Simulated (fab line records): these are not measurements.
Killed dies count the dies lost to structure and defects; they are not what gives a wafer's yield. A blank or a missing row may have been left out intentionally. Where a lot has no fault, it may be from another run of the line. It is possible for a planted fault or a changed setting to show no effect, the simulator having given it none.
Comparing a struck lot with a sound one / flow sky130 / 36 out of 708 route steps
Sound: the wafers L803.2, L803.4, L803.5. Wafers L812.2, L812.4, L812.5 were the ones struck. The cause is given at the end.
At each step with rows: each side's tool, then ch and its chambers, then its first start. Under that, the readings that differ: sound wafers / struck wafers / difference of the means / sigmas: that difference in standard deviations of wafers without a fault.
alike: readings with means less than 2 such deviations apart, plus words and numbers identical on both sides. not compared: withheld readings, readings lacking a value on some wafer, bounds such as >300 that could conceal the same value, and numbers that have no deviation in the record and whose values overlap.
Wherever a step has rows on one side only, a row that says differs or no value, or a row with sigmas, the two part there. Non-overlapping numbers with no deviation appear without sigmas and do not part them. A reading that every wafer of one side lacks parts them only if that side has two wafers or more.

first, 10 steps without rows for these wafers: SKY_POLY_CUT_ETCH_10 (etches BARC in N2/H2, stops on SiO2, time 45.9 s, target depth 60 nm); SKY_POLY_CUT_ETCH_11 (etches Si3N4 in CF4/CH2F2/Ar, stops on poly-Si, time 42.5 s, target depth 60 nm); SKY_POLY_CUT_STRIP_12 (strips in O2/N2); SKY_SD_P_DEHYDRATE_00 (time 60 s); SKY_SD_P_HMDS_01 (prime time 60 s); SKY_SD_P_COAT_02 (resist thk 1140 nm); SKY_SD_P_SOFTBAKE_03 (time 60 s); SKY_SD_P_EXPOSE_04 (exposes mask PSDM, target cd 380 nm); SKY_SD_P_PEB_05; SKY_SD_P_DEVELOP_06 (develop time 60 s).
SKY_SD_P_IMPLANT_09:
  sound on implanter-01 ch 0, day 26 23:45; struck on implanter-01 ch 0, day 30 09:19
reading=beam-energy-keV; sound=19.998 20.000 20.006; struck=24.721 24.710 24.715; difference=+4.714; sigmas=+99 or more
reading=model.implant.rp-nm (nm); sound=17.27 17.27 17.27; struck=20.72 20.72 20.72; difference=+3.45; sigmas=
reading=model.implant.drp-nm (nm); sound=9.746 9.746 9.746; struck=11.31 11.31 11.31; difference=+1.56; sigmas=
  alike: faraday-current-uA
SKY_SD_P_STRIP_10: strips in O2/N2.
  sound on plasma-asher-04 ch 0,1, day 26 23:52; struck on plasma-asher-03 ch 0,1, day 30 09:26
reading=strip-time-to-endpoint-s (s); sound=17.60 17.61 17.60; struck=18.21 18.22 18.24; difference=+0.62; sigmas=+16
  alike: drypump-motor-current-A, oes-product-au
  not compared: rf-hours-counter-h
SKY_SD_P_TW_MEAS_11:
  sound on film-metro-04, day 26 23:59; struck on film-metro-01, day 30 09:33
reading=SD_P_TW; sound=2809 2834 2839; struck=2922 2924 2916; difference=+93; sigmas=+3
then, 21 steps without rows for these wafers: SKY_RES_XHIGH_DEHYDRATE_00 (time 60 s); SKY_RES_XHIGH_HMDS_01 (prime time 60 s); SKY_RES_XHIGH_COAT_02 (resist thk 1140 nm); SKY_RES_XHIGH_SOFTBAKE_03 (time 60 s); SKY_RES_XHIGH_EXPOSE_04 (exposes mask URPM, target cd 1270 nm); SKY_RES_XHIGH_PEB_05; SKY_RES_XHIGH_DEVELOP_06 (develop time 60 s); SKY_RES_XHIGH_IMPLANT_07; SKY_RES_XHIGH_STRIP_08 (strips in O2/N2); SKY_SD_N_DEHYDRATE_00 (time 60 s); SKY_SD_N_HMDS_01 (prime time 60 s); SKY_SD_N_COAT_02 (resist thk 1140 nm); SKY_SD_N_SOFTBAKE_03 (time 60 s); SKY_SD_N_EXPOSE_04 (exposes mask NSDM, target cd 380 nm); SKY_SD_N_PEB_05; SKY_SD_N_DEVELOP_06 (develop time 60 s); SKY_SD_N_IMPLANT_09; SKY_SD_N_IMPLANT_10; SKY_SD_N_STRIP_11 (strips in O2/N2); SKY_SD_N_CLEAN_13 (cleans in SC1/SC2, time 150 s); SKY_SD_N_RTA_14 (time 2 s).
-- the record jumps here: 2 days lie between the struck wafers' starts before and after --
SKY_SD_N_RS_MEAS_17: a four-point-probe measurement.
  sound on film-metro-02, day 29 10:13; struck on film-metro-01, day 32 17:43
reading=SD_P_RS (ohm/sq); sound=146.2 146.7 146.2; struck=132.9 132.6 133.0; difference=-13.5; sigmas=-37
-- the record jumps here: 16 days lie between the struck wafers' starts before and after (it left off in module SD_N and takes up again in module PAD_OPEN, whose first step shown is number 708 of the route) --
SKY_PAD_OPEN_PROBE_99:
  sound on prober-01, day 46 22:27; struck on prober-02, day 49 03:41
reading=model.etest.pfet_01v8.r-on-ohm-um; sound=2855 2969 2843; struck=2762 2682 2643; difference=-193; sigmas=
reading=model.etest.res-pdiff.line-ohm-um; sound=1385 1353 1377; struck=1231 1277 1268; difference=-113; sigmas=
reading=model.etest.res-pdiff-hv.rs-ohm-sq; sound=191.5 194.5 195.1; struck=174.1 172.7 174; difference=-20.1; sigmas=
reading=model.etest.res-pdiff.rs-ohm-sq; sound=197.6 199.4 196.9; struck=181.9 180.6 181.7; difference=-16.6; sigmas=
reading=model.etest.pfet_01v8.drive-ua-um; sound=196.9 188.6 194.9; struck=206 213.6 215.9; difference=+18; sigmas=
reading=model.etest.sram-pfet-latch.drive-ua-um; sound=145.3 135.8 139.6; struck=156.8 155.9 164.1; difference=+18.7; sigmas=
reading=model.etest.pfet_01v8_hvt.drive-ua-um; sound=144.3 139.6 147.2; struck=153.3 158.2 161.7; difference=+14.0; sigmas=
reading=model.etest.pfet_01v8_mvt.drive-ua-um; sound=154 149.9 154.2; struck=159.1 160.9 164.2; difference=+8.7; sigmas=
  alike: killed_at_M0_to_M3, killed_at_M4_up, killed-at-contacts, killed-at-front-end, killed-at-other, killed-dies, killed-open, killed-short

== WHERE THEY PART ==
Earliest at SKY_SD_P_IMPLANT_09; latest, in this record, at SKY_SD_N_RS_MEAS_17. Later steps at which nothing parts them and some readings are alike: SKY_PAD_OPEN_PROBE_99.

WHY: the cause the simulator had injected
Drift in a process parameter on implanter-01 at SKY_SD_P_IMPLANT_09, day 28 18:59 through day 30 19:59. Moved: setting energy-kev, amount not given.
